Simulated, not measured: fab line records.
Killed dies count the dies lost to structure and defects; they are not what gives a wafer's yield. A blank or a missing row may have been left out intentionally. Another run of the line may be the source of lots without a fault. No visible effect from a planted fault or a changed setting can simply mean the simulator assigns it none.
The tool behind it: which one? ; flow gf180mcu ; 13 lots (39 wafers sampled), 1 step of a 602-step route

== WHAT THE GAUGES SHOWED, per wafer ==
GF_VT_IMPLANT_TW_MEAS_10.
lot;measured;on;VT_IMPLANT_TW
L636;day 5 17:12;film-metro-03;562 560 561
L638;day 6 02:05;film-metro-01;565 566 564
L639;day 6 06:41;film-metro-03;564 564 564
L641;day 6 21:43;film-metro-01;565 566 565
L642;day 7 01:14;film-metro-01;569 566 566
L649;day 9 01:28;film-metro-02;564 561 562
L651;day 9 12:23;film-metro-03;561 556 560
L652;day 10 01:38;film-metro-02;570 567 568
L654;day 10 05:47;film-metro-01;569 567 568
L655;day 10 10:45;film-metro-03;554 555 557
L656;day 10 18:23;film-metro-02;565 565 564
L657;day 11 01:06;film-metro-02;568 567 572
L659;day 11 16:29;film-metro-02;570 572 571

== TOOL THAT RAN EACH LOT (tool first, then ch and the chambers of the sampled wafers, then the start) ==
Before these readings, the record contains no process step.

== AS READ BY THE TOOLS THEMSELVES (means over the sampled wafers that have a number; for cases with no such wafer, the mark the record gives instead) ==
The record holds no such reading with a usual standard deviation.

== THE ANSWER, worked out from the rows above alone ==
Rule: usual is defined by the lots themselves. The widest of any qualifying gaps counts: lots, ordered by their means at a reading, are off when they make up no more than a third of the lots, leave a main group of 4 or more, and stand apart from it by 3 or more times the standard deviation of that group's means. A main group is skipped when, at the precision printed for the reading in the tables above, its means are all equal. A lot without any number at a reading at which 4 lots or more have one is off too. The other lots that the step has rows for count as sound. The gauges are gone through in route order, then the tools' own readings, and for those a lot's mean is taken as printed above. The first step at which some lot is off is used, and at that step the reading that is off furthest; a lot without a number counts as furthest.
Nothing can be told from this: no lot is off at any reading shown.

== WHAT HAD BEEN PUT IN BY THE SIMULATOR ==
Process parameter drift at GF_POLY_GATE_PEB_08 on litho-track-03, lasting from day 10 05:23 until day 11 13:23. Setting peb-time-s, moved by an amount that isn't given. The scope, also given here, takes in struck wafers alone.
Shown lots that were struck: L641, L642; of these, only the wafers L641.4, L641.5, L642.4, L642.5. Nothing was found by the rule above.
